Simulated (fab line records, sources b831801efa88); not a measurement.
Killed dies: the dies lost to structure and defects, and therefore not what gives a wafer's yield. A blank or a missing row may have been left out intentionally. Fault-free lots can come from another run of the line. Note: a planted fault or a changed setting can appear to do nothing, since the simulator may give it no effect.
What tool caused it? | flow gf180mcu | 14 lots with 42 wafers sampled at 2 steps, on a route of 602 steps

WHAT THE GAUGES READ, wafer by wafer
GF_V3_BOW_MEAS_05.
lot  | measured     | on           | V3_BOW (um)
L529 | day 21 14:46 | filmMetro-04 | 114 120 126
L530 | day 22 00:46 | filmMetro-01 | 114 97 112
L531 | day 22 12:31 | filmMetro-01 | 104 115 121
L533 | day 22 18:22 | filmMetro-02 | 129 130 124
L534 | day 23 02:53 | filmMetro-04 | 112 122 116
L535 | day 23 08:46 | filmMetro-01 | 121 114 124
L536 | day 24 02:56 | filmMetro-04 | 118 123 122
L538 | day 24 17:34 | filmMetro-02 | 112 118 102
L539 | day 25 02:14 | filmMetro-02 | 122 112 104
L540 | day 25 07:58 | filmMetro-04 | 111 108 118
L542 | day 26 06:02 | filmMetro-01 | 121 117 121
L546 | day 27 09:47 | filmMetro-01 | 100 116 107
L551 | day 28 17:10 | filmMetro-02 | 115 119 118
L552 | day 28 18:53 | filmMetro-04 | 132 130 132

EACH LOT AND THE TOOL THAT RAN IT (in order: tool; ch and the chambers of the sampled wafers; start)
lot  | GF_M3_STRIP_17
L529 | plasmaAsher-03 ch 0,1, day 21 13:33
L530 | plasmaAsher-02 ch 0,1, day 21 23:41
L531 | plasmaAsher-04 ch 0,1, day 22 11:22
L533 | plasmaAsher-02 ch 0,1, day 22 16:55
L534 | plasmaAsher-04 ch 0,1, day 23 01:36
L535 | plasmaAsher-04 ch 0,1, day 23 07:40
L536 | plasmaAsher-03 ch 0,1, day 24 01:43
L538 | plasmaAsher-03 ch 0,1, day 24 16:25
L539 | plasmaAsher-03 ch 0,1, day 25 01:08
L540 | plasmaAsher-03 ch 0,1, day 25 06:50
L542 | plasmaAsher-03 ch 0,1, day 26 04:55
L546 | plasmaAsher-03 ch 0, day 27 08:40
L551 | plasmaAsher-02 ch 0,1, day 28 16:01
L552 | plasmaAsher-03 ch 0,1, day 28 17:45
- GF_M3_STRIP_17: strips in O2/N2.

AS READ BY THE TOOLS THEMSELVES (means over the sampled wafers that have a number; for cases with no such wafer, the mark the record gives instead)
GF_M3_STRIP_17.
lot  | tool           | drypumpMotorCurrentA (A) | heaterPowerW (W) | oesProductAu (a.u.) | stripTimeToEndpointS (s)
L529 | plasmaAsher-03 | 5.5                      | 336              | 0.559               | 7.89
L530 | plasmaAsher-02 | 6.1                      | 349              | 0.558               | 7.90
L531 | plasmaAsher-04 | 5.8                      | 341              | 0.554               | 7.93
L533 | plasmaAsher-02 | 6.1                      | 346              | 0.559               | 7.84
L534 | plasmaAsher-04 | 5.8                      | 331              | 0.558               | 7.86
L535 | plasmaAsher-04 | 5.8                      | 335              | 0.559               | 7.94
L536 | plasmaAsher-03 | 5.5                      | 340              | 0.561               | 7.87
L538 | plasmaAsher-03 | 5.5                      | 341              | 0.562               | 7.88
L539 | plasmaAsher-03 | 5.0                      | 347              | 0.555               | 7.84
L540 | plasmaAsher-03 | 5.5                      | 341              | 0.556               | 7.90
L542 | plasmaAsher-03 | 5.0                      | 350              | 0.557               | 7.92
L546 | plasmaAsher-03 | 5.9                      | 335              | 0.564               | 7.93
L551 | plasmaAsher-02 | 6.1                      | 341              | 0.557               | 7.88
L552 | plasmaAsher-03 | 5.0                      | 351              | 0.564               | 7.93

THE ANSWER, worked out from the rows above alone
Rule: usual is defined by the lots themselves. The widest of any qualifying gaps counts: lots, ordered by their means at a reading, are off when they make up no more than a third of the lots, leave a main group of 4 or more, and stand apart from it by 3 or more times the standard deviation of that group's means. Not used: any main group whose means are identical at the precision the tables above print for the reading. A lot without any number at a reading at which 4 lots or more have one is off too. All remaining lots with rows at the step are treated as sound. The gauges are gone through in route order, then the tools' own readings, and for those a lot's mean is taken as printed above. The first step at which some lot is off is used, and at that step the reading that is off furthest; a lot without a number counts as furthest.
No lot is off at any reading shown: from this, nothing can be told.

WHAT HAD BEEN PUT IN BY THE SIMULATOR
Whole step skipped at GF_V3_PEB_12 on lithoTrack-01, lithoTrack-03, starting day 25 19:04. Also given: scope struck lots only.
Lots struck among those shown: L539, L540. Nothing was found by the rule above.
